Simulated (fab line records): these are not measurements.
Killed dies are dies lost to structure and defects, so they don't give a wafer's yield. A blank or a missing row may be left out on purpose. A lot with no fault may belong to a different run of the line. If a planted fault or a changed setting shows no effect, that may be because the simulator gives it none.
A single fault, viewed from 2 desks || flow sky130 || each desk has only its own numbers; what lay behind them comes last

== DESK OF THE TOOL OWNER: rie diel-03 ==
The tool's own readings at SKY_FIELD_ISO_ETCH_14 (etches BARC in N2/H2, stops on SiO2, time 45.9 s, target depth 60 nm): means of the sampled wafers that have a number, for each lot that ran on this tool. A lot is out of limits, marked OUT, if its mean lies more than 4 standard deviations from the usual mean; the brackets give that distance.
Columns: A = chamber pressure mTorr at SKY_FIELD_ISO_ETCH_14, usual 30.001 mTorr; B = drypump motor current A at SKY_FIELD_ISO_ETCH_14, usual 5.9 A; C = oes product au at SKY_FIELD_ISO_ETCH_14, usual 0.855 a.u.; D = rf fwd power W at SKY_FIELD_ISO_ETCH_14, usual 495.3 W; E = throttle valve pct at SKY_FIELD_ISO_ETCH_14, usual 13.224 %
{"lot": "L214", "first seen here": "day 3 01:47", "A": 29.985, "B": 6.0, "C": 0.853, "D": 493.9, "E": 13.233}
{"lot": "L216", "first seen here": "day 3 11:52", "A": 30.000, "B": 6.1, "C": 0.855, "D": "415.0 (-38) OUT", "E": 13.224}
{"lot": "L218", "first seen here": "day 4 01:20", "A": 29.981, "B": 6.3, "C": 0.857, "D": "413.5 (-39) OUT", "E": 13.217}
{"lot": "L219", "first seen here": "day 4 04:43", "A": 30.002, "B": 6.1, "C": 0.858, "D": "415.7 (-38) OUT", "E": 13.226}
{"lot": "L229", "first seen here": "day 6 10:01", "A": 30.024, "B": 5.9, "C": 0.857, "D": 494.4, "E": 13.227}
{"lot": "L231", "first seen here": "day 6 17:37", "A": 30.007, "B": 5.9, "C": 0.856, "D": 495.6, "E": 13.225}
This desk's finding: out of limits on L216, L218, L219; first on L216, day 3 11:52 (rf fwd power W at SKY_FIELD_ISO_ETCH_14). L214, L229, L231 stayed within limits.

== METROLOGY DESK ==
What the gauges read for every lot (on any tool): the sampled wafers with a number, averaged. A lot is out of limits, marked OUT, if its mean lies more than 4 standard deviations from the usual mean; the brackets give that distance.
Columns: A = cd nm at SKY_SD_P_CD_MEAS_07, usual 379.6 nm
{"lot": "L210", "first seen here": "day 25 09:43", "A": 379.8}
{"lot": "L214", "first seen here": "day 26 12:24", "A": 380.7}
{"lot": "L216", "first seen here": "day 27 22:53", "A": 379.4}
{"lot": "L218", "first seen here": "day 28 13:18", "A": 381.6}
{"lot": "L219", "first seen here": "day 28 16:39", "A": 382.1}
{"lot": "L227", "first seen here": "day 31 10:55", "A": 379.5}
{"lot": "L229", "first seen here": "day 32 05:53", "A": 377.6}
{"lot": "L230", "first seen here": "day 32 12:47", "A": 380.6}
{"lot": "L231", "first seen here": "day 32 13:59", "A": 383.4}
{"lot": "L232", "first seen here": "day 32 19:40", "A": 375.8}
{"lot": "L233", "first seen here": "day 33 08:01", "A": 380.2}
Finding of this desk: none of the 11 lots has anything out of limits.

== PUT TOGETHER ==
On L216, L218, L219, at day 3 11:52, an alarm was possible from the tool owner's desk.
Nothing out of limits was seen by the metrology desk.
The metrology desk holds a record of L216, L218, L219, inside its limits.
Of the lots named, all ran SKY_FIELD_ISO_ETCH_14 on rie diel-03.

== WHAT HAD BEEN PUT IN BY THE SIMULATOR ==
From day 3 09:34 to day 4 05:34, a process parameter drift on rie diel-03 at SKY_FIELD_ISO_ETCH_14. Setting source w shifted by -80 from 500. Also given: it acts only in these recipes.
Struck lots among those shown: L216, L218, L219.
Delay in hours, fault start to first out-of-limits reading, by desk: the tool owner's desk at 2.
